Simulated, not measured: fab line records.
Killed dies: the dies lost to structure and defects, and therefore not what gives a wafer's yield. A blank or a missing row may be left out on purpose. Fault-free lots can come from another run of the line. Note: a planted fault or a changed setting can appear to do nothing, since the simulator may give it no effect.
fab line records	flow sfq-line
record: lots: 6	wafers: 18	last-day: 77
route steps=325 shown M4@152 I4@163 JJ@178 M5@206
lots with no fault: from the same line, run without faults
start-h: start of the lot's first displayed wafer, in hours after the record's first day	wait-h: time in hours since the lot's previous step	" identical to the entry in the row above	L1.1+2: a single row standing in for several wafers	- value missing, or start not given	* or withheld: withheld	< > ~ a bound
route shown NAME@n: names a module that has steps shown in the file, with the first one's number in the route	usual: mean/standard deviation of fault-free wafers	same: alike in all rows	chamber/n: place in a boat	sites: the reading at each site	_std_site: how widely they spread, as a standard deviation	_edge_site: inner sites' mean taken away from outer sites' mean	radius-mm: for every site, how far away it sits from the centre of the wafer	mask NAME#n: copy n	behind: tool/chamber where the wafer was last shaped	hold: what put the lot on hold/how long, in hours/how the hold closed	device: whichever transistor did not switch (one of n, p or np)	end of line: tests of these same wafers at the route's end	a step given without rows: its recipe and nothing more	killed: count of dies lost to structure and defects at first sort (not the wafer's yield)	map: per-die view of a wafer (x killed, . not killed, _ where there is no die)
set.NAME: the run value of the setting; set.NAME@STEP: its run value at that earlier step	model.NAME: the simulator's own value behind a step, which no gauge read
a table for each step, a row for each wafer; lots at some steps of the route
services: from which hour (start-h, from the record's first day; less than 0 if before it) a tool's chamber was out of use, for how many hours, and why
== steps ==
step: SFQ_TRILAYER_M4_LITHO_COAT_098
recipe: resist: BARC	spin-rpm: 3000	resist-thk-nm: 62
step: SFQ_TRILAYER_M4_LITHO_COAT_093
recipe: resist: KrF	spin-rpm: 3000	resist-thk-nm: 600
step: SFQ_TRILAYER_M4_LITHO_SOFTBAKE_097
recipe: temp-c: withheld	time-s: withheld	resist: KrF
step: SFQ_TRILAYER_M4_LITHO_EXPOSE_094
recipe: mask-id: M4	na: 0.6	source-shape: conventional	sigma-outer: 0.65	target-cd-nm: 500	dose-mj: 14.4
step: SFQ_TRILAYER_M4_LITHO_PEB_096
recipe: peb-temp-c: 115	peb-time-s: 60	resist: KrF
step: SFQ_TRILAYER_M4_LITHO_DEVELOP_095
recipe: time-s: 60	resist: KrF
step: SFQ_M4_OVL_MEAS_926
usual: M4_OVL: 1/5.8
lot.wafer	tool	chamber	start-h	wait-h	M4_OVL[nm]
L487.2	overlay-02	-	817.51	0.1	8
L487.4	"	-	"	"	0
L487.6	"	-	"	"	-5
L492.2	overlay-02	-	839.66	0.1	-3
L492.4	"	-	"	"	4
L492.5	"	-	"	"	-1
L500.1	overlay-01	-	889.02	0.1	15
L500.2	"	-	"	"	1
L500.4	"	-	"	"	8
L501.4	overlay-01	-	896.24	0.1	0
L501.5	"	-	"	"	4
L501.6	"	-	"	"	2
L505.1	overlay-02	-	920.22	0.1	-1
L505.2	"	-	"	"	1
L505.3	"	-	"	"	-2
L506.1	overlay-02	-	921.42	0.1	-1
L506.3	"	-	"	"	3
L506.4	"	-	"	"	-4
step: SFQ_TRILAYER_M4_BARC_OPEN_METAL_ETCH_123
recipe: mask-material: PR	chemistry: O2	target-depth-nm: 125	target: BARC	icp-w: 600	bias-w: 80	pressure-mtorr: 10	time-s: 41.7
step: SFQ_TRILAYER_M4_ETCH_METAL_ETCH_096
recipe: target: Nb	stop-on: SiO2	mask-material: PR	chemistry: Cl2/Ar	target-depth-nm: 240	icp-w: 600	bias-w: 80	pressure-mtorr: 10	time-s: 120
usual: drypump-motor-current-A: 5.8/0.38	he-backside-leak-sccm: 3.5/0.37	oes-product-au: 0.892/0.0081
lot.wafer	tool	chamber	start-h	wait-h	drypump-motor-current-A	he-backside-leak-sccm	oes-product-au	rf-hours-counter-h
L487.2	rie-metal-02	1	817.60	0.0	5.6	3.7	0.875	121
L487.4	"	0	"	"	6.3	3.7	0.883	-
L487.6	"	0	"	"	6.4	3.6	0.882	-
L492.2	rie-metal-04	1	839.75	0.0	5.9	3.4	0.891	39
L492.4	"	1	"	"	5.8	3.2	0.887	-
L492.5	"	0	"	"	6.0	3.3	0.889	-
L500.1	rie-metal-01	0	889.11	0.0	5.0	3.9	0.886	149
L500.2	"	1	"	"	5.9	3.4	0.883	135
L500.4	"	1	"	"	5.9	3.2	0.882	-
L501.4	rie-metal-01	0	896.39	0.1	5.0	3.9	0.888	-
L501.5	"	0	"	"	5.0	3.8	0.894	-
L501.6	"	1	"	"	5.8	3.4	0.898	-
L505.1	rie-metal-01	0	920.31	0.0	5.0	3.8	0.886	155
L505.2	"	1	"	"	5.8	3.4	0.879	140
L505.3	"	0	"	"	5.0	3.9	0.869	-
L506.1	rie-metal-02	1	921.51	0.0	5.6	3.7	0.888	141
L506.3	"	0	"	"	6.3	3.2	0.904	-
L506.4	"	1	"	"	5.6	3.6	0.898	-
step: SFQ_TRILAYER_M4_STRIP_STRIP_097
recipe: gas: O2	power-w: 200	platen-temp-c: 40	overash-fraction: 0.65	chemistry: O2	pressure-mtorr: 50
usual: drypump-motor-current-A: 5.8/0.38	he-backside-leak-sccm: 3.5/0.38	oes-product-au: 1.007/0.013
lot.wafer	tool	chamber	start-h	wait-h	drypump-motor-current-A	he-backside-leak-sccm	oes-product-au	rf-hours-counter-h
L487.2	rie-metal-02	1	817.72	0.1	5.6	3.6	1.011	121
L487.4	"	0	"	"	6.3	3.5	0.995	-
L487.6	"	0	"	"	6.4	3.4	1.001	-
L492.2	rie-metal-04	1	839.88	0.1	5.8	3.3	1.033	39
L492.4	"	1	"	"	5.9	3.3	1.033	-
L492.5	"	0	"	"	6.0	3.3	0.991	-
L500.1	rie-metal-01	0	889.24	0.1	5.0	3.7	1.013	150
L500.2	"	1	"	"	5.9	3.4	1.000	135
L500.4	"	1	"	"	5.9	3.4	1.012	-
L501.4	rie-metal-01	0	896.77	0.3	5.0	3.9	1.020	-
L501.5	"	0	"	"	5.0	4.0	1.016	-
L501.6	"	1	"	"	5.8	3.4	1.007	-
L505.1	rie-metal-01	0	920.44	0.1	5.0	4.3	1.014	155
L505.2	"	1	"	"	5.8	3.4	1.002	140
L505.3	"	0	"	"	5.0	4.1	1.016	-
L506.1	rie-metal-02	1	921.64	0.1	5.6	3.6	0.996	141
L506.3	"	0	"	"	6.4	3.2	1.007	-
L506.4	"	1	"	"	5.6	3.7	0.993	-
step: SFQ_TRILAYER_M4_STRIP_SOLV_CLEAN_098
recipe: chemistry: NMP	temp-c: 70	time-s: 600
step: SFQ_TRILAYER_I4_DEP_PECVD_099
recipe: material: SiO2	temp-c: 150	time-s: 111.11	pressure-torr: 2.4	rf-w: 183.3	precursor: SiH4/N2O	target-thk-nm: 500
step: SFQ_TRILAYER_I4_CMP_CMP_100
recipe: material: SiO2	down-force-psi: 3	platen-rpm: 60	pad-velocity-m-s: 0.94248
usual: motor-current-A: 9.8/0.7	time-to-endpoint-s: 217/9.5
lot.wafer	tool	chamber	start-h	wait-h	motor-current-A	time-to-endpoint-s	model.SiO2_of_TRILAYER_I4_DEP_PECVD_099.thk-nm
L487.2	cmp-02	2	863.58	45.0	10.3	213	200.9
L487.4	"	1	865.08	46.5	8.7	209	198.5
L487.6	"	3	866.08	47.5	11.3	224	200.8
L492.4	cmp-01	0	886.40	45.7	9.4	219	202
L492.2	"	2	887.40	46.7	10.2	224	200.9
L492.5	"	0	888.40	47.7	9.6	210	200.5
L500.4	cmp-02	0	939.58	49.5	10.1	249	181.3
L500.1	"	1	"	"	9.0	230	179.3
L500.2	"	3	941.08	51.0	11.8	228	181
L501.4	cmp-02	0	947.08	49.5	10.1	240	182
L501.6	"	1	"	"	9.2	233	180
L501.5	"	2	"	"	10.7	247	182.7
L505.2	cmp-01	0	975.81	54.6	9.9	225	201
L505.3	"	1	"	"	9.5	211	199.5
L505.1	"	3	977.31	56.1	9.6	210	200.1
L506.1	cmp-01	0	979.31	56.9	9.4	212	199.6
L506.3	"	1	"	"	9.1	206	197.3
L506.4	"	2	"	"	9.6	222	200.3
step: SFQ_I4_BOW_MEAS_927
recipe: mode: bow
usual: I4_BOW: 2/9.9
lot.wafer	tool	chamber	start-h	wait-h	I4_BOW[um]
L487.2	film-metro-04	-	866.60	2.5	-2
L487.4	"	-	"	"	-8
L487.6	"	-	"	"	3
L492.2	film-metro-01	-	888.92	1.0	0
L492.4	"	-	"	"	-1
L492.5	"	-	"	"	0
L500.1	film-metro-01	-	942.58	2.0	3
L500.2	"	-	"	"	-12
L500.4	"	-	"	"	-8
L501.4	film-metro-04	-	948.64	1.1	-6
L501.5	"	-	"	"	-9
L501.6	"	-	"	"	2
L505.1	film-metro-02	-	978.81	1.0	11
L505.2	"	-	"	"	-7
L505.3	"	-	"	"	16
L506.1	film-metro-01	-	981.81	2.0	-3
L506.3	"	-	"	"	11
L506.4	"	-	"	"	0
step: SFQ_TRILAYER_I4_METRO_MEASURE_101
usual: thk-nm: 200.1/1.4
lot.wafer	tool	chamber	start-h	wait-h	thk-nm
L487.2	film-metro-04	-	866.90	0.3	201.0
L487.4	"	-	"	"	198.5
L487.6	"	-	"	"	200.8
L492.2	film-metro-01	-	889.22	0.3	200.9
L492.4	"	-	"	"	201.9
L492.5	"	-	"	"	200.6
L500.1	film-metro-01	-	942.70	0.1	179.3
L500.2	"	-	"	"	181.0
L500.4	"	-	"	"	181.3
L501.4	film-metro-04	-	949.30	0.6	182.2
L501.5	"	-	"	"	182.7
L501.6	"	-	"	"	179.9
L505.1	film-metro-02	-	978.93	0.1	200.1
L505.2	"	-	"	"	200.9
L505.3	"	-	"	"	199.4
L506.1	film-metro-01	-	981.93	0.1	199.4
L506.3	"	-	"	"	197.2
L506.4	"	-	"	"	200.2
step: SFQ_TRILAYER_I4_VIA_LITHO_COAT_108
recipe: resist: BARC	spin-rpm: 3000	resist-thk-nm: 62
step: SFQ_TRILAYER_I4_VIA_LITHO_COAT_103
recipe: resist: KrF	spin-rpm: 3000	resist-thk-nm: 650
step: SFQ_TRILAYER_I4_VIA_LITHO_SOFTBAKE_107
recipe: temp-c: withheld	time-s: withheld	resist: KrF
step: SFQ_TRILAYER_I4_VIA_LITHO_EXPOSE_104
recipe: mask-id: I4	na: 0.6	source-shape: conventional	sigma-outer: 0.65	target-cd-nm: 700	dose-mj: 21.3
step: SFQ_TRILAYER_I4_VIA_LITHO_PEB_106
recipe: peb-temp-c: 115	peb-time-s: 60	resist: KrF
step: SFQ_TRILAYER_I4_VIA_LITHO_DEVELOP_105
recipe: time-s: 60	resist: KrF
step: SFQ_I4_OVL_MEAS_928
usual: I4_OVL: -4/5.5
lot.wafer	tool	chamber	start-h	wait-h	I4_OVL[nm]
L487.2	overlay-01	-	957.78	0.1	7
L487.4	"	-	"	"	4
L487.6	"	-	"	"	9
L492.2	overlay-02	-	981.88	0.1	-4
L492.4	"	-	"	"	-8
L492.5	"	-	"	"	-5
L500.1	overlay-01	-	1059.35	0.1	1
L500.2	"	-	"	"	0
L500.4	"	-	"	"	1
L501.4	overlay-01	-	1066.56	0.1	-11
L501.5	"	-	"	"	-11
L501.6	"	-	"	"	-6
L505.1	overlay-02	-	1094.90	0.1	-6
L505.2	"	-	"	"	-7
L505.3	"	-	"	"	-5
L506.1	overlay-02	-	1098.50	0.1	-3
L506.3	"	-	"	"	1
L506.4	"	-	"	"	1
step: SFQ_TRILAYER_I4_VIA_BARC_OPEN_VIA_ETCH_146
recipe: mask-material: PR	chemistry: O2	target-depth-nm: 125	target: BARC	source-w: 500	bias-w: 80	pressure-mtorr: 30	time-s: 41.7
step: SFQ_TRILAYER_I4_VIA_ETCH_VIA_ETCH_106
recipe: target: SiO2	stop-on: Nb	mask-material: PR	taper-deg: 20	chemistry: CHF3	target-depth-nm: 260	source-w: 500	bias-w: 80	pressure-mtorr: 30	time-s: withheld
usual: drypump-motor-current-A: 5.8/0.34	oes-product-au: 0.854/0.0054
lot.wafer	tool	chamber	start-h	wait-h	drypump-motor-current-A	oes-product-au	model.I4.feature-depth-nm	model.etch.depth-nm
L487.2	rie-diel-01	3	957.85	0.0	5.7	0.856	200.9	200.9
L487.4	"	1	"	"	5.9	0.854	198.5	198.5
L487.6	"	1	"	"	5.8	0.855	200.8	200.8
L492.2	rie-diel-02	3	981.95	0.0	5.8	0.862	200.9	200.9
L492.4	"	1	"	"	6.1	0.855	202	202
L492.5	"	0	"	"	6.0	0.851	200.5	200.5
L500.1	rie-diel-02	2	1059.42	0.0	6.1	0.802	179.3	179.3
L500.2	"	0	"	"	6.0	0.812	181	181
L500.4	"	1	"	"	6.1	0.812	181.3	181.3
L501.4	rie-diel-04	3	1066.62	0.0	5.8	0.807	182	182
L501.5	"	2	"	"	5.9	0.811	182.7	182.7
L501.6	"	1	"	"	5.8	0.810	180	180
L505.1	rie-diel-01	3	1094.97	0.0	5.7	0.850	200.1	200.1
L505.2	"	0	"	"	4.8	0.854	201	201
L505.3	"	1	"	"	5.9	0.856	199.5	199.5
L506.1	rie-diel-01	1	1098.57	0.0	5.9	0.854	199.6	199.6
L506.3	"	3	"	"	5.7	0.851	197.3	197.3
L506.4	"	0	"	"	4.8	0.860	200.3	200.3
step: SFQ_TRILAYER_I4_VIA_STRIP_STRIP_107
recipe: gas: O2	power-w: 200	platen-temp-c: 40	overash-fraction: 0.65	chemistry: O2	pressure-mtorr: 50
usual: drypump-motor-current-A: 5.6/0.5	he-backside-leak-sccm: 3.6/0.4	oes-product-au: 1.003/0.011
lot.wafer	tool	chamber	start-h	wait-h	drypump-motor-current-A	he-backside-leak-sccm	oes-product-au	rf-hours-counter-h
L487.2	rie-metal-02	0	957.96	-	6.3	3.3	0.991	131
L487.4	"	1	"	"	5.6	3.7	0.998	-
L487.6	"	1	"	"	5.6	3.7	0.988	-
L492.2	rie-metal-01	0	982.06	-	5.0	4.2	1.006	166
L492.4	"	0	"	"	5.0	4.0	1.007	-
L492.5	"	1	"	"	5.8	3.3	1.006	-
L500.1	rie-metal-01	0	1059.53	-	5.0	3.8	0.999	7
L500.2	"	1	"	"	5.8	3.4	1.006	164
L500.4	"	1	"	"	5.9	3.5	1.010	-
L501.4	rie-metal-03	1	1066.93	-	5.3	3.4	0.990	-
L501.5	"	0	"	"	5.1	3.5	1.039	-
L501.6	"	1	"	"	5.3	3.2	1.004	-
L505.1	rie-metal-03	0	1095.08	-	5.1	3.7	1.017	104
L505.2	"	1	"	"	5.3	3.4	1.000	94
L505.3	"	0	"	"	5.1	3.8	1.016	-
L506.1	rie-metal-03	1	1098.68	-	5.3	3.3	0.982	95
L506.3	"	1	"	"	5.3	3.3	0.983	-
L506.4	"	0	"	"	5.1	3.4	1.010	-
step: SFQ_TRILAYER_I4_VIA_STRIP_SOLV_CLEAN_108
recipe: chemistry: NMP	temp-c: 70	time-s: 600
step: SFQ_TRILAYER_JJ_TRILAYER_DEP_PRE_CLEAN_113
recipe: gas: Ar	time-s: 22.5	bias-v: 250
step: SFQ_TRILAYER_JJ_TRILAYER_DEP_SPUTTER_109
recipe: material: Nb	base-pressure-pa: 1.33e-06	chamber-pressure-pa: 0.1333	substrate-temp-c: 20	target-thk-nm: 150	power-w: 2000	time-s: 100
step: SFQ_TRILAYER_JJ_TRILAYER_DEP_SPUTTER_110
recipe: material: Al	base-pressure-pa: 1.33e-06	target-thk-nm: 8	power-w: 500	time-s: 10	chamber-pressure-pa: 0.4
step: SFQ_TRILAYER_JJ_TRILAYER_DEP_AL_OXIDATION_111
recipe: pressure-mbar: 0.014667	oxidation-time-s: 600	temperature-k: 293
step: SFQ_TRILAYER_JJ_TRILAYER_DEP_SPUTTER_112
recipe: material: Nb	base-pressure-pa: 1.33e-06	chamber-pressure-pa: 0.1333	substrate-temp-c: 20	target-thk-nm: 170	power-w: 2000	time-s: 113.3
usual: chamber-pressure-pa: 0.13327/0.00025	throttle-valve-pct: 30.0/0.79
lot.wafer	tool	chamber	start-h	wait-h	chamber-pressure-pa	throttle-valve-pct
L487.2	pvd-sputter-04	-	959.86	0.5	0.13321	29.0
L487.4	"	-	"	"	0.13358	29.8
L487.6	"	-	"	"	0.13361	30.0
L492.2	pvd-sputter-06	-	984.14	0.5	0.1331	30.8
L492.4	"	-	"	"	0.1333	31.1
L492.5	"	-	"	"	0.13284	29.2
L500.1	pvd-sputter-06	-	1061.43	0.5	0.13301	31.2
L500.2	"	-	"	"	0.13306	30.4
L500.4	"	-	"	"	0.13359	29.1
L501.4	pvd-sputter-06	-	1068.63	0.5	0.13295	29.4
L501.5	"	-	"	"	0.13332	31.1
L501.6	"	-	"	"	0.1335	29.1
L505.1	pvd-sputter-06	-	1097.00	0.5	0.13357	29.4
L505.2	"	-	"	"	0.13356	29.1
L505.3	"	-	"	"	0.13361	31.0
L506.1	pvd-sputter-03	-	1100.58	0.5	0.13307	30.0
L506.3	"	-	"	"	0.13293	29.2
L506.4	"	-	"	"	0.13358	29.7
step: SFQ_JJ_RS_MEAS_929
recipe: thk-meas-gauge: four-point-probe	reads: Nb_of_TRILAYER_JJ_TRILAYER_DEP_SPUTTER_112
usual: JJ_NB_RS: 1.051/0.013
lot.wafer	tool	chamber	start-h	wait-h	JJ_NB_RS[ohm/sq]
L487.2	film-metro-01	-	959.96	0.1	1.048
L487.4	"	-	"	"	1.044
L487.6	"	-	"	"	1.049
L492.2	film-metro-03	-	984.24	0.1	1.048
L492.4	"	-	"	"	1.052
L492.5	"	-	"	"	1.044
L500.1	film-metro-01	-	1061.51	0.0	1.044
L500.2	"	-	"	"	1.040
L500.4	"	-	"	"	1.046
L501.4	film-metro-03	-	1068.77	0.1	1.048
L501.5	"	-	"	"	1.054
L501.6	"	-	"	"	1.054
L505.1	film-metro-01	-	1097.08	0.0	1.046
L505.2	"	-	"	"	1.044
L505.3	"	-	"	"	1.046
L506.1	film-metro-01	-	1100.66	0.0	1.078
L506.3	"	-	"	"	1.057
L506.4	"	-	"	"	1.036
step: SFQ_TRILAYER_JJ_CE_LITHO_COAT_119
recipe: resist: BARC	spin-rpm: 3000	resist-thk-nm: 62
step: SFQ_TRILAYER_JJ_CE_LITHO_COAT_114
recipe: resist: KrF	spin-rpm: 3000	resist-thk-nm: 600
step: SFQ_TRILAYER_JJ_CE_LITHO_SOFTBAKE_118
recipe: temp-c: withheld	time-s: withheld	resist: KrF
step: SFQ_TRILAYER_JJ_CE_LITHO_EXPOSE_115
recipe: mask-id: J5	na: 0.6	source-shape: conventional	sigma-outer: 0.65	target-cd-nm: 700	dose-mj: 14.4
step: SFQ_TRILAYER_JJ_CE_LITHO_PEB_117
recipe: peb-temp-c: 115	peb-time-s: 60	resist: KrF
step: SFQ_TRILAYER_JJ_CE_LITHO_DEVELOP_116
recipe: time-s: 60	resist: KrF
step: SFQ_JJ_OVL_MEAS_931
usual: J5_OVL: -1/4.9
lot.wafer	tool	chamber	start-h	wait-h	J5_OVL[nm]
L487.2	overlay-02	-	995.95	0.1	3
L487.4	"	-	"	"	1
L487.6	"	-	"	"	2
L492.2	overlay-01	-	1017.22	0.1	5
L492.4	"	-	"	"	-6
L492.5	"	-	"	"	-1
L500.1	overlay-01	-	1090.44	0.1	-7
L500.2	"	-	"	"	-5
L500.4	"	-	"	"	-8
L501.4	overlay-01	-	1098.90	0.1	-4
L501.5	"	-	"	"	3
L501.6	"	-	"	"	-6
L505.1	overlay-02	-	1122.88	0.1	-6
L505.2	"	-	"	"	-7
L505.3	"	-	"	"	-10
L506.1	overlay-02	-	1126.48	0.1	1
L506.3	"	-	"	"	2
L506.4	"	-	"	"	1
step: SFQ_TRILAYER_JJ_CE_METRO_MEASURE_117
step: SFQ_TRILAYER_JJ_CE_BARC_OPEN_RIE_150
recipe: mask-material: PR	chemistry: O2	target-depth-nm: 240	target: BARC	icp-w: 600	bias-w: 80	pressure-mtorr: 10	time-s: 80
usual: drypump-motor-current-A: 5.7/0.42	he-backside-leak-sccm: 3.5/0.32	oes-product-au: 0.538/0.0048
lot.wafer	tool	chamber	start-h	wait-h	drypump-motor-current-A	he-backside-leak-sccm	oes-product-au	rf-hours-counter-h
L487.2	rie-metal-02	1	997.18	0.8	5.6	3.6	0.533	157
L487.4	"	0	"	"	6.4	3.2	0.537	-
L487.6	"	1	"	"	5.6	3.7	0.540	-
L492.2	rie-metal-03	1	1018.45	0.8	5.3	3.2	0.546	80
L492.4	"	0	"	"	5.1	3.8	0.539	-
L492.5	"	1	"	"	5.3	3.3	0.532	-
L500.1	rie-metal-02	1	1091.68	1.0	5.6	3.4	0.524	0
L500.2	"	0	"	"	6.3	3.4	0.539	153
L500.4	"	1	"	"	5.6	3.4	0.544	-
L501.4	rie-metal-04	0	1100.15	0.4	6.0	3.3	0.537	-
L501.5	"	0	"	"	6.0	3.5	0.536	-
L501.6	"	1	"	"	5.8	3.6	0.545	-
L505.1	rie-metal-04	0	1124.12	1.0	6.0	3.4	0.538	107
L505.2	"	1	"	"	5.8	3.5	0.530	90
L505.3	"	1	"	"	5.8	3.6	0.536	-
L506.1	rie-metal-02	0	1127.72	1.0	6.4	3.2	0.533	162
L506.3	"	0	"	"	6.3	3.5	0.536	-
L506.4	"	0	"	"	6.3	3.2	0.544	-
step: SFQ_TRILAYER_M5_ETCH_METAL_ETCH_126
recipe: target: Nb	stop-on: SiO2	mask-material: PR	over-etch-frac: 0.15	time-s: 203.2	chemistry: Cl2/BCl3	target-depth-nm: 265	icp-w: 600	bias-w: 80	pressure-mtorr: 10
usual: drypump-motor-current-A: 5.4/0.41	he-backside-leak-sccm: 3.49/0.21	oes-product-au: 0.726/0.0062
lot.wafer	tool	chamber	start-h	wait-h	drypump-motor-current-A	he-backside-leak-sccm	oes-product-au	rf-hours-counter-h	model.SiO2_of_TRILAYER_I4_DEP_PECVD_099.thk-nm
L487.2	rie-metal-03	0	1111.59	0.0	5.1	3.96	0.736	107	181.1
L487.4	"	1	"	"	5.3	3.20	0.739	-	178.9
L487.6	"	0	"	"	5.1	3.77	0.734	-	180.9
L492.2	rie-metal-01	1	1131.99	0.0	5.8	3.31	0.723	9	181.2
L492.4	"	1	"	"	5.8	3.27	0.729	-	182.3
L492.5	"	1	"	"	5.8	3.23	0.725	-	180.8
L500.1	rie-metal-04	1	1196.89	0.0	5.8	3.57	0.727	105	159.1
L500.2	"	0	"	"	6.0	3.45	0.725	122	161.1
L500.4	"	0	"	"	6.0	3.28	0.727	-	161.6
L501.4	rie-metal-03	0	1202.96	0.1	5.1	3.75	0.730	-	162
L501.5	"	0	"	"	5.1	3.59	0.724	-	162.7
L501.6	"	1	"	"	5.3	3.35	0.724	-	160.3
L505.1	rie-metal-03	1	1225.69	0.0	5.3	3.39	0.726	119	180.3
L505.2	"	0	"	"	5.1	3.74	0.721	128	180.8
L505.3	"	0	"	"	5.1	3.84	0.725	-	179.4
L506.1	rie-metal-03	1	1229.29	0.0	5.3	3.36	0.722	120	179.9
L506.3	"	1	"	"	5.3	3.42	0.729	-	177.6
L506.4	"	0	"	"	5.1	3.58	0.720	-	180.3
== services ==
tool	chamber	start-h	hours	kind
cmp-01	-	799.34	7.8	repair
cmp-02	-	809.15	6.2	pm
cmp-01	-	816.11	6.8	pm
film-metro-01	-	822.82	1.2	pm
rie-diel-01	-	862.14	2.6	repair
rie-diel-01	2	889.29	6.6	repair
cmp-02	-	891.70	0.2	repair
rie-metal-04	0	894.63	3.3	repair
rie-metal-04	1	898.53	3.0	repair
pvd-sputter-06	-	914.01	2.9	repair
cmp-02	-	914.58	4.0	pm
rie-metal-03	-	938.81	14.6	pm
film-metro-01	-	948.11	1.4	pm
rie-diel-01	0	953.37	3.8	repair
film-metro-01	-	958.58	0.5	pm
cmp-01	-	963.90	5.9	pm
rie-diel-01	3	969.52	3.5	repair
rie-metal-03	0	1007.35	4.8	repair
rie-metal-02	-	1132.49	1.4	repair
rie-metal-03	1	1162.17	7.6	repair
rie-metal-03	0	1173.82	10.9	repair
pvd-sputter-06	-	1178.60	8.1	repair
rie-metal-02	-	1195.87	4.3	pm
rie-metal-02	0	1201.50	5.2	repair
== key ==
first-sign: step: SFQ_TRILAYER_I4_CMP_CMP_100	reading: time-to-endpoint-s	direction: up	sigmas: 2.2	usual: *	struck: *
effect: step: SFQ_TRILAYER_I4_METRO_MEASURE_101	reading: thk-nm	direction: down	sigmas: 13	usual: 200.1	struck: 181.1
effect: step: SFQ_TRILAYER_I4_VIA_ETCH_VIA_ETCH_106	reading: oes-product-au	direction: down	sigmas: 8.3	usual: 0.854	struck: 0.809
model-effect: step: SFQ_TRILAYER_I4_CMP_CMP_100	value: SiO2_of_TRILAYER_I4_DEP_PECVD_099.thk-nm	without: 201.1	struck: 181.1
model-effect: step: SFQ_TRILAYER_I4_VIA_ETCH_VIA_ETCH_106	value: I4.feature-depth-nm	without: 201.1	struck: 181.1
model-effect: step: SFQ_TRILAYER_M5_ETCH_METAL_ETCH_126	value: SiO2_of_TRILAYER_I4_DEP_PECVD_099.thk-nm	without: 181.1	struck: 161.1
met-at SFQ_TRILAYER_I4_CMP_CMP_100
struck-wafers L500.1,L500.2,L500.4,L501.4,L501.5,L501.6
onset-between 863.58 939.58
fault: kind: process-parameter-drift	tool: cmp-02	chamber: -	onset-h: 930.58	steps: SFQ_TRILAYER_I4_CMP_CMP_100	channel: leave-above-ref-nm	offset: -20	shape: step	end-h: 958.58	acts-in: these-recipes-only	stated: 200
